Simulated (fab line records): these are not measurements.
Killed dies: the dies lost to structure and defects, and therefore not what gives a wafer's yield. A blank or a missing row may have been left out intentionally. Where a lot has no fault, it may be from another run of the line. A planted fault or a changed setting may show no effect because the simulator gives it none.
Shared-tool check ; flow gf180mcu ; 14 lots and 48 wafers in the sample

REASON FOR OPENING
Of 14 lots, 2 have the reading VT_IMPLANT_4_TW flagged at GF_VT_IMPLANT_TW_MEAS_43. No-fault wafers: 688, standard deviation 4.6.
Rule: a lot is flagged in two cases, either no wafer of it has a number, or all its wafers with numbers fall more than 4 standard deviations from that mean. All remaining lots are regarded as sound.

lot;measured;on;VT_IMPLANT_4_TW, wafer by wafer;flag
L293;day 7 18:02;film metro-03;684 682 682;
L294;day 7 23:52;film metro-03;687 684 685;
L296;day 8 15:14;film metro-03;686 684 686;
L297;day 9 03:44;film metro-02;695 697 692;
L298;day 9 07:59;film metro-01;685 689 688;
L299;day 9 09:04;film metro-03;689 686 687;
L300;day 9 19:34;film metro-01;685 686 683;
L302;day 10 07:48;film metro-02;860 862 864 868 863 865;FLAGGED
L304;day 10 21:30;film metro-03;682 680 684;
L307;day 11 19:38;film metro-03;844 842 851 847 853 848;FLAGGED
L309;day 12 07:59;film metro-03;686 682 683;
L310;day 12 13:19;film metro-02;688 696 688;
L314;day 13 15:49;film metro-01;688 692 689;
L315;day 13 23:42;film metro-02;690 688 688;
The numbers of the flagged lots are 856 on average: +168 against the usual, or +36 standard deviations.

WHICH TOOL EACH LOT WENT THROUGH
The record holds 2 process steps before the reading, out of a route of 602 steps. Cell contents, in order: the tool; ch with the chambers the sampled wafers went through; the start.
lot;flag;GF_VT_IMPLANT_IMPLANT_41;GF_VT_IMPLANT_STRIP_42
L293;;implanter-04 ch 0, day 7 17:48;plasma asher-01 ch 0,1, day 7 17:56
L294;;implanter-04 ch 0, day 7 23:37;plasma asher-02 ch 0,1, day 7 23:46
L296;;implanter-02 ch 0, day 8 15:00;plasma asher-02 ch 0,1, day 8 15:08
L297;;implanter-03 ch 0, day 9 03:32;plasma asher-03 ch 0,1, day 9 03:38
L298;;implanter-02 ch 0, day 9 07:45;plasma asher-03 ch 0,1, day 9 07:53
L299;;implanter-02 ch 0, day 9 08:49;plasma asher-02 ch 0,1, day 9 08:58
L300;;implanter-04 ch 0, day 9 19:19;plasma asher-03 ch 0,1, day 9 19:28
L302;FLAGGED;implanter-04 ch 0, day 10 07:15;plasma asher-02 ch 0,1, day 10 07:41
L304;;implanter-04 ch 0, day 10 21:18;plasma asher-01 ch 0,1, day 10 21:25
L307;FLAGGED;implanter-03 ch 0, day 11 19:04;plasma asher-01 ch 0, day 11 19:32
L309;;implanter-02 ch 0, day 12 07:45;plasma asher-02 ch 0,1, day 12 07:52
L310;;implanter-04 ch 0, day 12 13:04;plasma asher-03 ch 0,1, day 12 13:13
L314;;implanter-04 ch 0, day 13 15:34;plasma asher-02 ch 0,1, day 13 15:43
L315;;implanter-03 ch 0, day 13 23:30;plasma asher-03 ch 0,1, day 13 23:37
What the steps here do:
- GF_VT_IMPLANT_IMPLANT_41
- GF_VT_IMPLANT_STRIP_42: strips in O2/N2.
- GF_VT_IMPLANT_TW_MEAS_43

FLAGGED AGAINST TOTAL, ONE TOOL AT A TIME (gauges that did the reading follow at the end)
step;tool;lots run;flagged;share of the flagged lots;sound lots run after its first flagged lot
GF_VT_IMPLANT_IMPLANT_41;implanter-02;4;0;none;-
GF_VT_IMPLANT_IMPLANT_41;implanter-03;3;1;some;1 (L315)
GF_VT_IMPLANT_IMPLANT_41;implanter-04;7;1;some;3 (L304,L310,L314)
GF_VT_IMPLANT_STRIP_42;plasma asher-01;3;1;some;0
GF_VT_IMPLANT_STRIP_42;plasma asher-02;6;1;some;2 (L309,L314)
GF_VT_IMPLANT_STRIP_42;plasma asher-03;5;0;none;-
GF_VT_IMPLANT_TW_MEAS_43;film metro-01;3;0;none;-
GF_VT_IMPLANT_TW_MEAS_43;film metro-02;4;1;some;2 (L310,L315)
GF_VT_IMPLANT_TW_MEAS_43;film metro-03;7;1;some;1 (L309)

THE TABLE: WHAT IT ALLOWS
No row of the table ran every flagged lot.

WHAT WAS PUT IN BY THE SIMULATOR
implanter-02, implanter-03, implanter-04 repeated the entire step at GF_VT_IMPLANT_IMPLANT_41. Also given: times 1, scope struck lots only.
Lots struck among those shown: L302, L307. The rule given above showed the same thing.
